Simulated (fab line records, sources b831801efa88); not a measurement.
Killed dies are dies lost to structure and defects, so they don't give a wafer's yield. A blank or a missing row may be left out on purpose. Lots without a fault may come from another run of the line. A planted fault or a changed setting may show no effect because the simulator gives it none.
Problem report in the 8D (eight disciplines) form, filled by code | flow sfq_line | the parts of the form that need people (team, actions taken, sign-off) are left out

1. THE PROBLEM
rf_fwd_power_W at SFQ_TRILAYER_R5_ETCH_METAL_ETCH_139 reads a mean of 496.0 W on 6 wafers of 2 lots; wafers without a fault read 593.2 W with a standard deviation of 2.5. That is -39 standard deviations from the usual mean.
The step: etches the open film in Cl2, stops on SiO2, target depth 60 nm, time 40 s.
First seen on wafer L549.2, day 61 09:55, on rie_metal-04. The record holds 18 wafers of 6 lots with a number at this step. Rule for "out", or "out of limits": more than 4 standard deviations from the usual mean. The other wafers with a number count as sound.

2. WHAT IT IS AND WHAT IT IS NOT
question                    | is                             | is not
which readings at this step | rf_fwd_power_W, oes_product_au | drypump_motor_current_A
which lots                  | L549, L550                     | L536, L547, L554, L558
which wafers of those lots  | all that have a number         | -
read on which tools         | rie_metal-04                   | rie_metal-01
when                        | from day 61 09:55              | up to then (6 sound wafers); but 6 sound wafers of L554, L558 came after

3. SUSPECTS, AND WHAT RULES EACH OUT
Counting: a tool at a process step up to the reading stays a suspect if it ran every lot that is out and no sound lot after the first of them.
- rie_metal-04 at SFQ_TRILAYER_R5_BARC_OPEN_METAL_ETCH_177 (etches BARC in O2, target depth 125 nm, time 41.7 s): kept. It ran every lot that is out, first L549 (day 61 09:51), and no sound lot after that; its last sound lot up to then is L547 (day 50 11:17).
- rie_metal-04 at SFQ_TRILAYER_R5_ETCH_METAL_ETCH_139 (etches the open film in Cl2, stops on SiO2, target depth 60 nm, time 40 s): kept. It ran every lot that is out, first L549 (day 61 09:55), and no sound lot after that; its last sound lot up to then is L547 (day 50 11:20). Its own readings are out on those wafers: oes_product_au, rf_fwd_power_W.
Left after counting: rie_metal-04 at SFQ_TRILAYER_R5_BARC_OPEN_METAL_ETCH_177, rie_metal-04 at SFQ_TRILAYER_R5_ETCH_METAL_ETCH_139.

4. THE CAUSE (what the simulator had put in)
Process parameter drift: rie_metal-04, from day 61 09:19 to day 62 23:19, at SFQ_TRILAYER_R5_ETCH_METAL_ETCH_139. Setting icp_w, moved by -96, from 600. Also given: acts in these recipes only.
Counting left 2 suspects, and this tool is among them.

5. THE CHAIN OF EFFECTS, in route order
Each row: a reading whose mean over the struck wafers that have a number lies more than 3 standard deviations from the usual. Only readings for which the record gives a usual standard deviation are gone through. hours: the time from each lot's start at the first step in this table that gives one to its start at this step, as a median over the lots. sigmas: the change in usual standard deviations.
hours | step                                | reading        | usual      | on struck wafers | change | sigmas
0     | SFQ_TRILAYER_R5_ETCH_METAL_ETCH_139 | oes_product_au | 0.991 a.u. | 0.921            | -0.070 | -12
0     | SFQ_TRILAYER_R5_ETCH_METAL_ETCH_139 | rf_fwd_power_W | 593.2 W    | 496.0            | -97.2  | -39
The process steps in it:
- SFQ_TRILAYER_R5_ETCH_METAL_ETCH_139: etches the open film in Cl2, stops on SiO2, target depth 60 nm, time 40 s.
Later measuring or inspecting steps at which every struck wafer that the step has a row for has a number for every such reading, and none has moved that far: SFQ_I5_OVL_MEAS_936, SFQ_C5_OVL_MEAS_937, SFQ_M6_RS_MEAS_938, SFQ_M8_BOW_MEAS_951.

6. WHAT WOULD HAVE CAUGHT IT SOONER
In this record the first reading out of limits was taken at day 61 09:55, 1 hour after the fault began at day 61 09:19.
